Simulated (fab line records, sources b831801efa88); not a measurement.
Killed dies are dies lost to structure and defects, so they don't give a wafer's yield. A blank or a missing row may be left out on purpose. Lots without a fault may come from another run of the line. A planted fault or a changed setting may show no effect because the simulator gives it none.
Tool commonality check | flow sky130 | 9 lots, 27 wafers sampled

WHY IT WAS OPENED
At SKY_CAPM_RS_MEAS_03 the reading CAPM_TIN_RS is flagged on 2 of 9 lots. Wafers without a fault read 6.91 ohm/sq, standard deviation 0.074.
Rule: a lot is flagged when every wafer of it that has a number lies more than 4 standard deviations from that mean, or none has a number. The other lots count as sound.

lot  | measured     | on            | CAPM_TIN_RS (ohm/sq), wafer by wafer | flag
L534 | day 36 20:31 | film_metro-04 | 6.84 6.93 6.95                       |
L536 | day 37 20:59 | film_metro-02 | 6.88 6.89 6.86                       |
L542 | day 39 07:22 | film_metro-01 | 11.66 11.34 11.68                    | FLAGGED
L541 | day 39 08:37 | film_metro-01 | 11.34 11.33 11.50                    | FLAGGED
L548 | day 41 13:50 | film_metro-02 | 6.91 7.02 6.95                       |
L549 | day 41 14:29 | film_metro-01 | 6.79 6.89 6.80                       |
L552 | day 42 09:31 | film_metro-04 | 6.87 6.84 6.92                       |
L554 | day 43 06:11 | film_metro-04 | 6.93 6.88 6.86                       |
L555 | day 43 09:00 | film_metro-01 | 6.85 6.85 6.92                       |
The numbers of the flagged lots are 11.47 ohm/sq on average: +4.56 ohm/sq against the usual, or +62 standard deviations.

WHICH TOOL RAN EACH LOT
The record holds 4 process steps before the reading, out of a route of 708 steps. In each cell: the tool, then ch and the chambers that the sampled wafers went through, then the start.
lot  | flag    | SKY_VIA2_ETCH_15                   | SKY_METAL3_SPUTTER_00        | SKY_METAL3_SPUTTER_04        | SKY_CAPM_SPUTTER_02
L534 |         | rie_diel-02 ch 1,2,3, day 36 18:49 | pvd_sputter-04, day 36 20:08 | pvd_sputter-04, day 36 20:15 | pvd_sputter-03, day 36 20:23
L536 |         | rie_diel-03 ch 0,1,3, day 37 19:16 | pvd_sputter-04, day 37 20:36 | pvd_sputter-04, day 37 20:43 | pvd_sputter-03, day 37 20:50
L542 | FLAGGED | rie_diel-01 ch 0,2,3, day 39 05:39 | pvd_sputter-04, day 39 07:01 | pvd_sputter-04, day 39 07:08 | pvd_sputter-03, day 39 07:16
L541 | FLAGGED | rie_diel-02 ch 1,2,3, day 39 06:52 | pvd_sputter-04, day 39 08:16 | pvd_sputter-04, day 39 08:22 | pvd_sputter-03, day 39 08:30
L548 |         | rie_diel-02 ch 0,3, day 41 12:07   | pvd_sputter-01, day 41 13:26 | pvd_sputter-01, day 41 13:33 | pvd_sputter-04, day 41 13:41
L549 |         | rie_diel-03 ch 1,3, day 41 12:49   | pvd_sputter-02, day 41 14:09 | pvd_sputter-02, day 41 14:15 | pvd_sputter-01, day 41 14:23
L552 |         | rie_diel-03 ch 1,2,3, day 42 07:46 | pvd_sputter-01, day 42 09:07 | pvd_sputter-01, day 42 09:14 | pvd_sputter-03, day 42 09:22
L554 |         | rie_diel-03 ch 1,3, day 43 04:31   | pvd_sputter-04, day 43 05:51 | pvd_sputter-04, day 43 05:57 | pvd_sputter-03, day 43 06:05
L555 |         | rie_diel-01 ch 1,2,3, day 43 07:19 | pvd_sputter-01, day 43 08:39 | pvd_sputter-01, day 43 08:45 | pvd_sputter-03, day 43 08:53
What these steps do:
- SKY_VIA2_ETCH_15: etches SiO2 in C4F8/O2/Ar, stops on TiN, target depth 546 nm, time 84 s.
- SKY_METAL3_SPUTTER_00: material Ti, target thk 15 nm, time 10 s.
- SKY_METAL3_SPUTTER_04: material TiN, target thk 70 nm, time 58.3 s.
- SKY_CAPM_SPUTTER_02: material TiN, target thk 200 nm, time 166.7 s.
- SKY_CAPM_RS_MEAS_03: measures by four-point-probe.

FLAGGED OVER TOTAL, TOOL BY TOOL (the gauges that took the reading come last)
step                  | tool           | lots run | flagged | share of the flagged lots | sound lots run after its first flagged lot
SKY_VIA2_ETCH_15      | rie_diel-01    | 2        | 1       | some                      | 1 (L555)
SKY_VIA2_ETCH_15      | rie_diel-02    | 3        | 1       | some                      | 1 (L548)
SKY_VIA2_ETCH_15      | rie_diel-03    | 4        | 0       | none                      | -
SKY_METAL3_SPUTTER_00 | pvd_sputter-01 | 3        | 0       | none                      | -
SKY_METAL3_SPUTTER_00 | pvd_sputter-02 | 1        | 0       | none                      | -
SKY_METAL3_SPUTTER_00 | pvd_sputter-04 | 5        | 2       | all                       | 1 (L554)
SKY_METAL3_SPUTTER_04 | pvd_sputter-01 | 3        | 0       | none                      | -
SKY_METAL3_SPUTTER_04 | pvd_sputter-02 | 1        | 0       | none                      | -
SKY_METAL3_SPUTTER_04 | pvd_sputter-04 | 5        | 2       | all                       | 1 (L554)
SKY_CAPM_SPUTTER_02   | pvd_sputter-01 | 1        | 0       | none                      | -
SKY_CAPM_SPUTTER_02   | pvd_sputter-03 | 7        | 2       | all                       | 3 (L552,L554,L555)
SKY_CAPM_SPUTTER_02   | pvd_sputter-04 | 1        | 0       | none                      | -
SKY_CAPM_RS_MEAS_03   | film_metro-01  | 4        | 2       | all                       | 2 (L549,L555)
SKY_CAPM_RS_MEAS_03   | film_metro-02  | 2        | 0       | none                      | -
SKY_CAPM_RS_MEAS_03   | film_metro-04  | 3        | 0       | none                      | -

WHAT THE TABLE ALLOWS
4 rows of the table ran every flagged lot: pvd_sputter-04 at SKY_METAL3_SPUTTER_00, pvd_sputter-04 at SKY_METAL3_SPUTTER_04, pvd_sputter-03 at SKY_CAPM_SPUTTER_02, film_metro-01 at SKY_CAPM_RS_MEAS_03.
- pvd_sputter-04 at SKY_METAL3_SPUTTER_00: 2 of its 5 lots flagged. Sound lots ran on it after the first flagged one (L554), which a lasting fault on the whole tool wouldn't allow.
- pvd_sputter-04 at SKY_METAL3_SPUTTER_04: 2 of its 5 lots flagged. Sound lots ran on it after the first flagged one (L554), which a lasting fault on the whole tool wouldn't allow.
- pvd_sputter-03 at SKY_CAPM_SPUTTER_02: 2 of its 7 lots flagged. Sound lots ran on it after the first flagged one (L552, L554, L555), which a lasting fault on the whole tool wouldn't allow. Its own readings lie more than 4 standard deviations out on every wafer of the flagged lots: cathode_dc_power_W.
- film_metro-01 at SKY_CAPM_RS_MEAS_03: 2 of its 4 lots flagged. Sound lots ran on it after the first flagged one (L549, L555), which a lasting fault on the whole tool wouldn't allow.
No row of the table ran every flagged lot and no sound lot after the first.

WHAT THE SIMULATOR HAD PUT IN
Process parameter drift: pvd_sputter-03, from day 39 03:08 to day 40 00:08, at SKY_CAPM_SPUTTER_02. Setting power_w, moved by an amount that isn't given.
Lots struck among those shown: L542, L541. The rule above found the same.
